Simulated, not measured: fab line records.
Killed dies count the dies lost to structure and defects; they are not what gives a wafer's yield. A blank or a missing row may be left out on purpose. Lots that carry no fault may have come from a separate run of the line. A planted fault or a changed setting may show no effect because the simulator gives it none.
One fault through the eyes of 2 desks    flow gf180mcu    numbers are kept per desk, each desk with only its own; the story behind them comes last

## METROLOGY DESK
What the gauges read for every lot (on any tool): the sampled wafers with a number, averaged. Marked OUT: a lot whose mean sits more than 4 standard deviations from the usual mean, which makes it out of limits; the brackets give that distance.
Columns: A = NWELL_TW at GF_NWELL_TW_MEAS_11, usual 1576
lot   first seen here  A
L165  day 3 06:26      1577
L166  day 3 16:12      1572
L167  day 3 19:44      1578
L168  day 4 00:13      1580
L169  day 4 05:20      1579
L170  day 4 10:31      1580
L171  day 4 17:58      1582
L172  day 4 21:45      1572
L173  day 5 02:14      1578
L174  day 5 10:16      1581
L181  day 6 23:06      1579
L184  day 7 18:26      1584
L188  day 8 15:55      1574
Finding of this desk: none of the 13 lots has anything out of limits.

## THE TOOL OWNER'S DESK: rie_si-01
The tool's own readings at GF_STI_ETCH_14 (etches Si in HBr/Cl2/O2, target depth 360 nm, time 102.9 s): means of the sampled wafers that have a number, for each lot that ran on this tool. Marked OUT: a lot whose mean sits more than 4 standard deviations from the usual mean, which makes it out of limits; the brackets give that distance.
Columns: A = HBr_flow_sccm at GF_STI_ETCH_14, usual 149.9 sccm; B = drypump_motor_current_A at GF_STI_ETCH_14, usual 5.5 A; C = oes_product_au at GF_STI_ETCH_14, usual 0.999 a.u.; D = run_length_s at GF_STI_ETCH_14, usual 131.3 s; E = throttle_valve_pct at GF_STI_ETCH_14, usual 25.657 %
lot   first seen here  A      B    C      D                E
L165  day 2 00:52      150.1  5.3  1.002  131.2            25.655
L170  day 3 02:35      150.0  5.3  0.999  131.3            25.659
L171  day 3 08:37      150.1  5.3  0.996  131.1            25.665
L172  day 3 14:25      149.8  5.0  0.997  131.2            25.657
L181  day 5 12:10      149.8  5.2  0.996  109.2 (-46) OUT  25.663
L184  day 6 03:14      150.2  5.2  0.996  88.1 (-90) OUT   25.658
Finding of this desk: L181, L184 out of limits; the first was L181 at day 5 12:10, on run_length_s at GF_STI_ETCH_14. L165, L170, L171, L172 stayed within limits.

## BROUGHT TOGETHER
An alarm could have come from the tool owner's desk at day 5 12:10, on L181, L184.
At the metrology desk, nothing out of limits was observed.
The metrology desk holds a record of L181, L184, inside its limits.
GF_STI_ETCH_14 was run on rie_si-01 by each of the lots named.

## WHAT WAS PUT IN BY THE SIMULATOR
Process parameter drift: rie_si-01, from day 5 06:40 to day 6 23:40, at GF_STI_ETCH_14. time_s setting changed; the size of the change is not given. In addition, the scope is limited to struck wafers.
Shown lots that were struck: L181, L184.
Each desk's first reading out of limits, in hours after the fault started: the tool owner's desk, 6.
